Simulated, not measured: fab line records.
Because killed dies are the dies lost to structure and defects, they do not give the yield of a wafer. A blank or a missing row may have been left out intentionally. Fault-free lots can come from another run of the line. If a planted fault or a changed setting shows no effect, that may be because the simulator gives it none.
Which tool was responsible? + flow gf180mcu + 38 wafers from 13 lots sampled at 4 of the route's 602 steps

== WHAT THE GAUGES READ, wafer by wafer ==
GF_V2_CD_MEAS_14: the cd target is 260 nm. Usual: cdNm reads 260.1 nm (standard deviation 1.2).
| lot  | measured     | on       | cdNm (nm)         | flag |
|------|--------------|----------|-------------------|------|
| L509 | day 20 01:47 | cdSem-01 | 259.3 259.1 259.6 |      |
| L510 | day 20 17:50 | cdSem-01 | 260.1 259.6 260.4 |      |
| L511 | day 20 18:45 | cdSem-01 | 261.6 261.1 260.8 |      |
| L512 | day 21 01:43 | cdSem-02 | 262.5 262.0 262.0 |      |
| L513 | day 21 12:50 | cdSem-01 | 258.9 258.9 259.9 |      |
| L517 | day 23 01:22 | cdSem-01 | 259.4 264.6       |      |
| L524 | day 25 18:08 | cdSem-01 | 260.5 261.7 260.8 |      |
| L525 | day 25 18:48 | cdSem-01 | 262.0 260.4 261.2 |      |
| L526 | day 26 01:56 | cdSem-02 | 259.4 259.9 259.7 |      |
| L528 | day 26 11:37 | cdSem-01 | 260.8 261.4 260.2 |      |
| L527 | day 26 13:31 | cdSem-02 | 261.9 261.2 260.9 |      |
| L531 | day 27 05:47 | cdSem-02 | 258.6 259.7 258.7 |      |
| L532 | day 27 17:40 | cdSem-02 | 261.1 258.8 258.5 |      |

== TOOL THAT RAN EACH LOT (tool first, then ch and the chambers of the sampled wafers, then the start) ==
| lot  | GF_M2_SPUTTER_02            | GF_V2_CMP_04                  | GF_V2_PEB_12                     |
|------|-----------------------------|-------------------------------|----------------------------------|
| L509 | pvdSputter-01, day 17 22:37 | cmp-01 ch 0,1,2, day 19 00:28 | lithoTrack-01 ch 0, day 20 01:26 |
| L510 | pvdSputter-01, day 18 14:12 | cmp-01 ch 0,2,3, day 19 16:02 | lithoTrack-03 ch 0, day 20 17:03 |
| L511 | pvdSputter-03, day 18 15:31 | cmp-01 ch 0,1,3, day 19 17:43 | lithoTrack-02 ch 0, day 20 18:24 |
| L512 | pvdSputter-01, day 18 22:27 | cmp-01 ch 0,1, day 20 00:34   | lithoTrack-03 ch 0, day 21 01:23 |
| L513 | pvdSputter-02, day 19 09:47 | cmp-01 ch 0,3, day 20 11:45   | lithoTrack-03 ch 0, day 21 12:30 |
| L517 | pvdSputter-01, day 21 01:11 | cmp-02 ch 1,3, day 22 01:37   | lithoTrack-03 ch 0, day 23 01:02 |
| L524 | pvdSputter-02, day 23 22:28 | cmp-02 ch 0,2,3, day 24 20:46 | lithoTrack-01 ch 0, day 25 17:47 |
| L525 | pvdSputter-03, day 23 22:49 | cmp-01 ch 1,2,3, day 24 21:01 | lithoTrack-02 ch 0, day 25 18:26 |
| L526 | pvdSputter-01, day 24 06:32 | cmp-02 ch 0,1,2, day 25 04:19 | lithoTrack-01 ch 0, day 26 01:35 |
| L528 | pvdSputter-03, day 24 16:30 | cmp-01 ch 0,1,2, day 25 15:08 | lithoTrack-03 ch 0, day 26 11:16 |
| L527 | pvdSputter-01, day 24 18:23 | cmp-01 ch 0,2,3, day 25 17:02 | lithoTrack-03 ch 0, day 26 13:10 |
| L531 | pvdSputter-03, day 25 11:18 | cmp-01 ch 0,1,2, day 26 09:52 | lithoTrack-01 ch 0, day 27 05:26 |
| L532 | pvdSputter-02, day 25 23:26 | cmp-01 ch 0,1, day 26 21:04   | lithoTrack-03 ch 0, day 27 17:20 |
- GF_M2_SPUTTER_02: material AlCu, target thk 450 nm, time 23.9 s.
- GF_V2_CMP_04: polishes SiO2.
- GF_V2_PEB_12: peb time 90 s.

== AS READ BY THE TOOLS THEMSELVES (means over the sampled wafers that have a number; for cases with no such wafer, the mark the record gives instead) ==
GF_M2_SPUTTER_02. Usual: throttleValvePct reads 30.3 % (standard deviation 0.8).
| lot  | tool          | throttleValvePct (%) | flag |
|------|---------------|----------------------|------|
| L509 | pvdSputter-01 | 30.0                 |      |
| L510 | pvdSputter-01 | 30.4                 |      |
| L511 | pvdSputter-03 | 31.0                 |      |
| L512 | pvdSputter-01 | 30.5                 |      |
| L513 | pvdSputter-02 | 30.7                 |      |
| L517 | pvdSputter-01 | 30.8                 |      |
| L524 | pvdSputter-02 | 30.4                 |      |
| L525 | pvdSputter-03 | 30.2                 |      |
| L526 | pvdSputter-01 | 30.4                 |      |
| L528 | pvdSputter-03 | 30.5                 |      |
| L527 | pvdSputter-01 | 30.3                 |      |
| L531 | pvdSputter-03 | 29.4                 |      |
| L532 | pvdSputter-02 | 29.9                 |      |

GF_V2_CMP_04. Usual: motorCurrentA 12.3 A, standard deviation 1.4; retainingRingPressureFrac 1.000, standard deviation 0.0051; timeToEndpointS 82 s, standard deviation 6.8.
| lot  | tool   | motorCurrentA (A) | retainingRingPressureFrac | timeToEndpointS (s) | flag |
|------|--------|-------------------|---------------------------|---------------------|------|
| L509 | cmp-01 | 11.2              | 1.003                     | 80                  |      |
| L510 | cmp-01 | 12.9              | 1.002                     | 75                  |      |
| L511 | cmp-01 | 11.9              | 1.002                     | 86                  |      |
| L512 | cmp-01 | 10.8              | 1.004                     | 86                  |      |
| L513 | cmp-01 | 13.6              | 0.996                     | 82                  |      |
| L517 | cmp-02 | 12.8              | 0.998                     | 86                  |      |
| L524 | cmp-02 | 12.8              | 1.002                     | 89                  |      |
| L525 | cmp-01 | 11.4              | 0.998                     | 81                  |      |
| L526 | cmp-02 | 12.8              | 0.996                     | 77                  |      |
| L528 | cmp-01 | 11.3              | 1.001                     | 79                  |      |
| L527 | cmp-01 | 12.5              | 0.997                     | 74                  |      |
| L531 | cmp-01 | 11.3              | 0.997                     | 80                  |      |
| L532 | cmp-01 | 11.8              | 1.001                     | 76                  |      |

GF_V2_PEB_12. Usual: resistLineTempC reads 23.00 C (standard deviation 0.11).
| lot  | tool          | resistLineTempC (C) | flag |
|------|---------------|---------------------|------|
| L509 | lithoTrack-01 | 22.94               |      |
| L510 | lithoTrack-03 | 22.96               |      |
| L511 | lithoTrack-02 | 23.01               |      |
| L512 | lithoTrack-03 | 23.04               |      |
| L513 | lithoTrack-03 | 22.99               |      |
| L517 | lithoTrack-03 | 23.05               |      |
| L524 | lithoTrack-01 | 23.06               |      |
| L525 | lithoTrack-02 | 23.08               |      |
| L526 | lithoTrack-01 | 22.93               |      |
| L528 | lithoTrack-03 | 23.00               |      |
| L527 | lithoTrack-03 | 22.94               |      |
| L531 | lithoTrack-01 | 23.10               |      |
| L532 | lithoTrack-03 | 23.07               |      |

== THE ANSWER, worked out from the rows above alone ==
Rule: a lot is off if the mean of its wafers that have a number lies more than 3 standard deviations from the usual mean. A lot without any number at a reading at which 4 lots or more have one is off too. Where the step has rows for the other lots, those lots are counted as sound. Order of review: gauges by route order, followed by the tools' own readings, for which a lot's mean as printed above is used. The first step at which some lot is off is used, and at that step the reading that is off furthest; a lot without a number counts as furthest.
No lot is off on any of the readings shown, so nothing can be concluded from this.

== WHAT WAS PUT IN BY THE SIMULATOR ==
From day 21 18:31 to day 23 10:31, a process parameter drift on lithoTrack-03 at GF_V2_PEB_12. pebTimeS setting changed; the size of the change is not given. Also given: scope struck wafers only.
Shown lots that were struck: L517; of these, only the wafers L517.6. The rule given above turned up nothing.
